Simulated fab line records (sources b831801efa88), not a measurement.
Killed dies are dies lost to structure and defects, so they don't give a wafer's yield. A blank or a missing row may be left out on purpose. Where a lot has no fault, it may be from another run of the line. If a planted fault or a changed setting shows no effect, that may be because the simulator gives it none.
Which of the tools did it?    flow sky130    20 wafers from 7 lots sampled at 3 of the route's 708 steps

WHAT EACH GAUGE READ, for each wafer
SKY_METAL5_RS_MEAS_05: measures by four-point-probe.
lot   measured      on             METAL5_ALCU_RS (ohm/sq)
L178  day 43 07:22  film-metro-03  0.02759 0.0274 0.02709
L180  day 43 12:32  film-metro-02  0.02705 0.02694 0.02737
L182  day 44 17:44  film-metro-03  0.02696 0.02691 0.02691
L183  day 45 04:03  film-metro-02  0.0274 0.02753 0.02795
L190  day 46 15:41  film-metro-02  0.02699 0.0269
L197  day 47 23:39  film-metro-03  0.02681 0.02697 0.02697
L200  day 48 19:23  film-metro-03  0.02724 0.02735 0.02684

WHAT TOOL EACH LOT RAN ON (gives the tool, then ch and the chambers of the sampled wafers, and finally the start)
lot   SKY_LDD_HVN_SOFTBAKE_03            SKY_VIA4_ETCH_12
L178  litho-track-03 ch 0, day 20 02:46  rie-diel-02 ch 0,1,2, day 43 04:17
L180  litho-track-03 ch 0, day 20 15:30  rie-diel-01 ch 0,1,2, day 43 10:55
L182  litho-track-02 ch 0, day 22 05:15  rie-diel-01 ch 0,1,2, day 44 15:52
L183  litho-track-03 ch 0, day 22 19:42  rie-diel-02 ch 0,1, day 45 02:31
L190  litho-track-03 ch 0, day 24 19:52  rie-diel-01 ch 1,2, day 46 14:10
L197  litho-track-02 ch 0, day 26 22:30  rie-diel-02 ch 0,1,3, day 47 21:50
L200  litho-track-04 ch 0, day 27 22:15  rie-diel-02 ch 0,2, day 48 17:49
- SKY_LDD_HVN_SOFTBAKE_03: time 60 s.
- SKY_VIA4_ETCH_12: etches SiO2 in C4F8/O2/Ar, stops on TiN, target depth 580 nm.

THE ANSWER, worked out from the rows above alone
Rule: the lots themselves supply what counts as usual. The widest of any qualifying gaps counts: lots, ordered by their means at a reading, are off when they make up no more than a third of the lots, leave a main group of 4 or more, and stand apart from it by 3 or more times the standard deviation of that group's means. The tables above print the reading to a certain number of digits; a main group whose means all agree to those digits is not used. A lot without any number at a reading at which 4 lots or more have one is off too. Any other lot the step has rows for is counted as sound.
No lot is off at any reading shown: from this, nothing can be told.

WHAT THE SIMULATOR HAD INSERTED
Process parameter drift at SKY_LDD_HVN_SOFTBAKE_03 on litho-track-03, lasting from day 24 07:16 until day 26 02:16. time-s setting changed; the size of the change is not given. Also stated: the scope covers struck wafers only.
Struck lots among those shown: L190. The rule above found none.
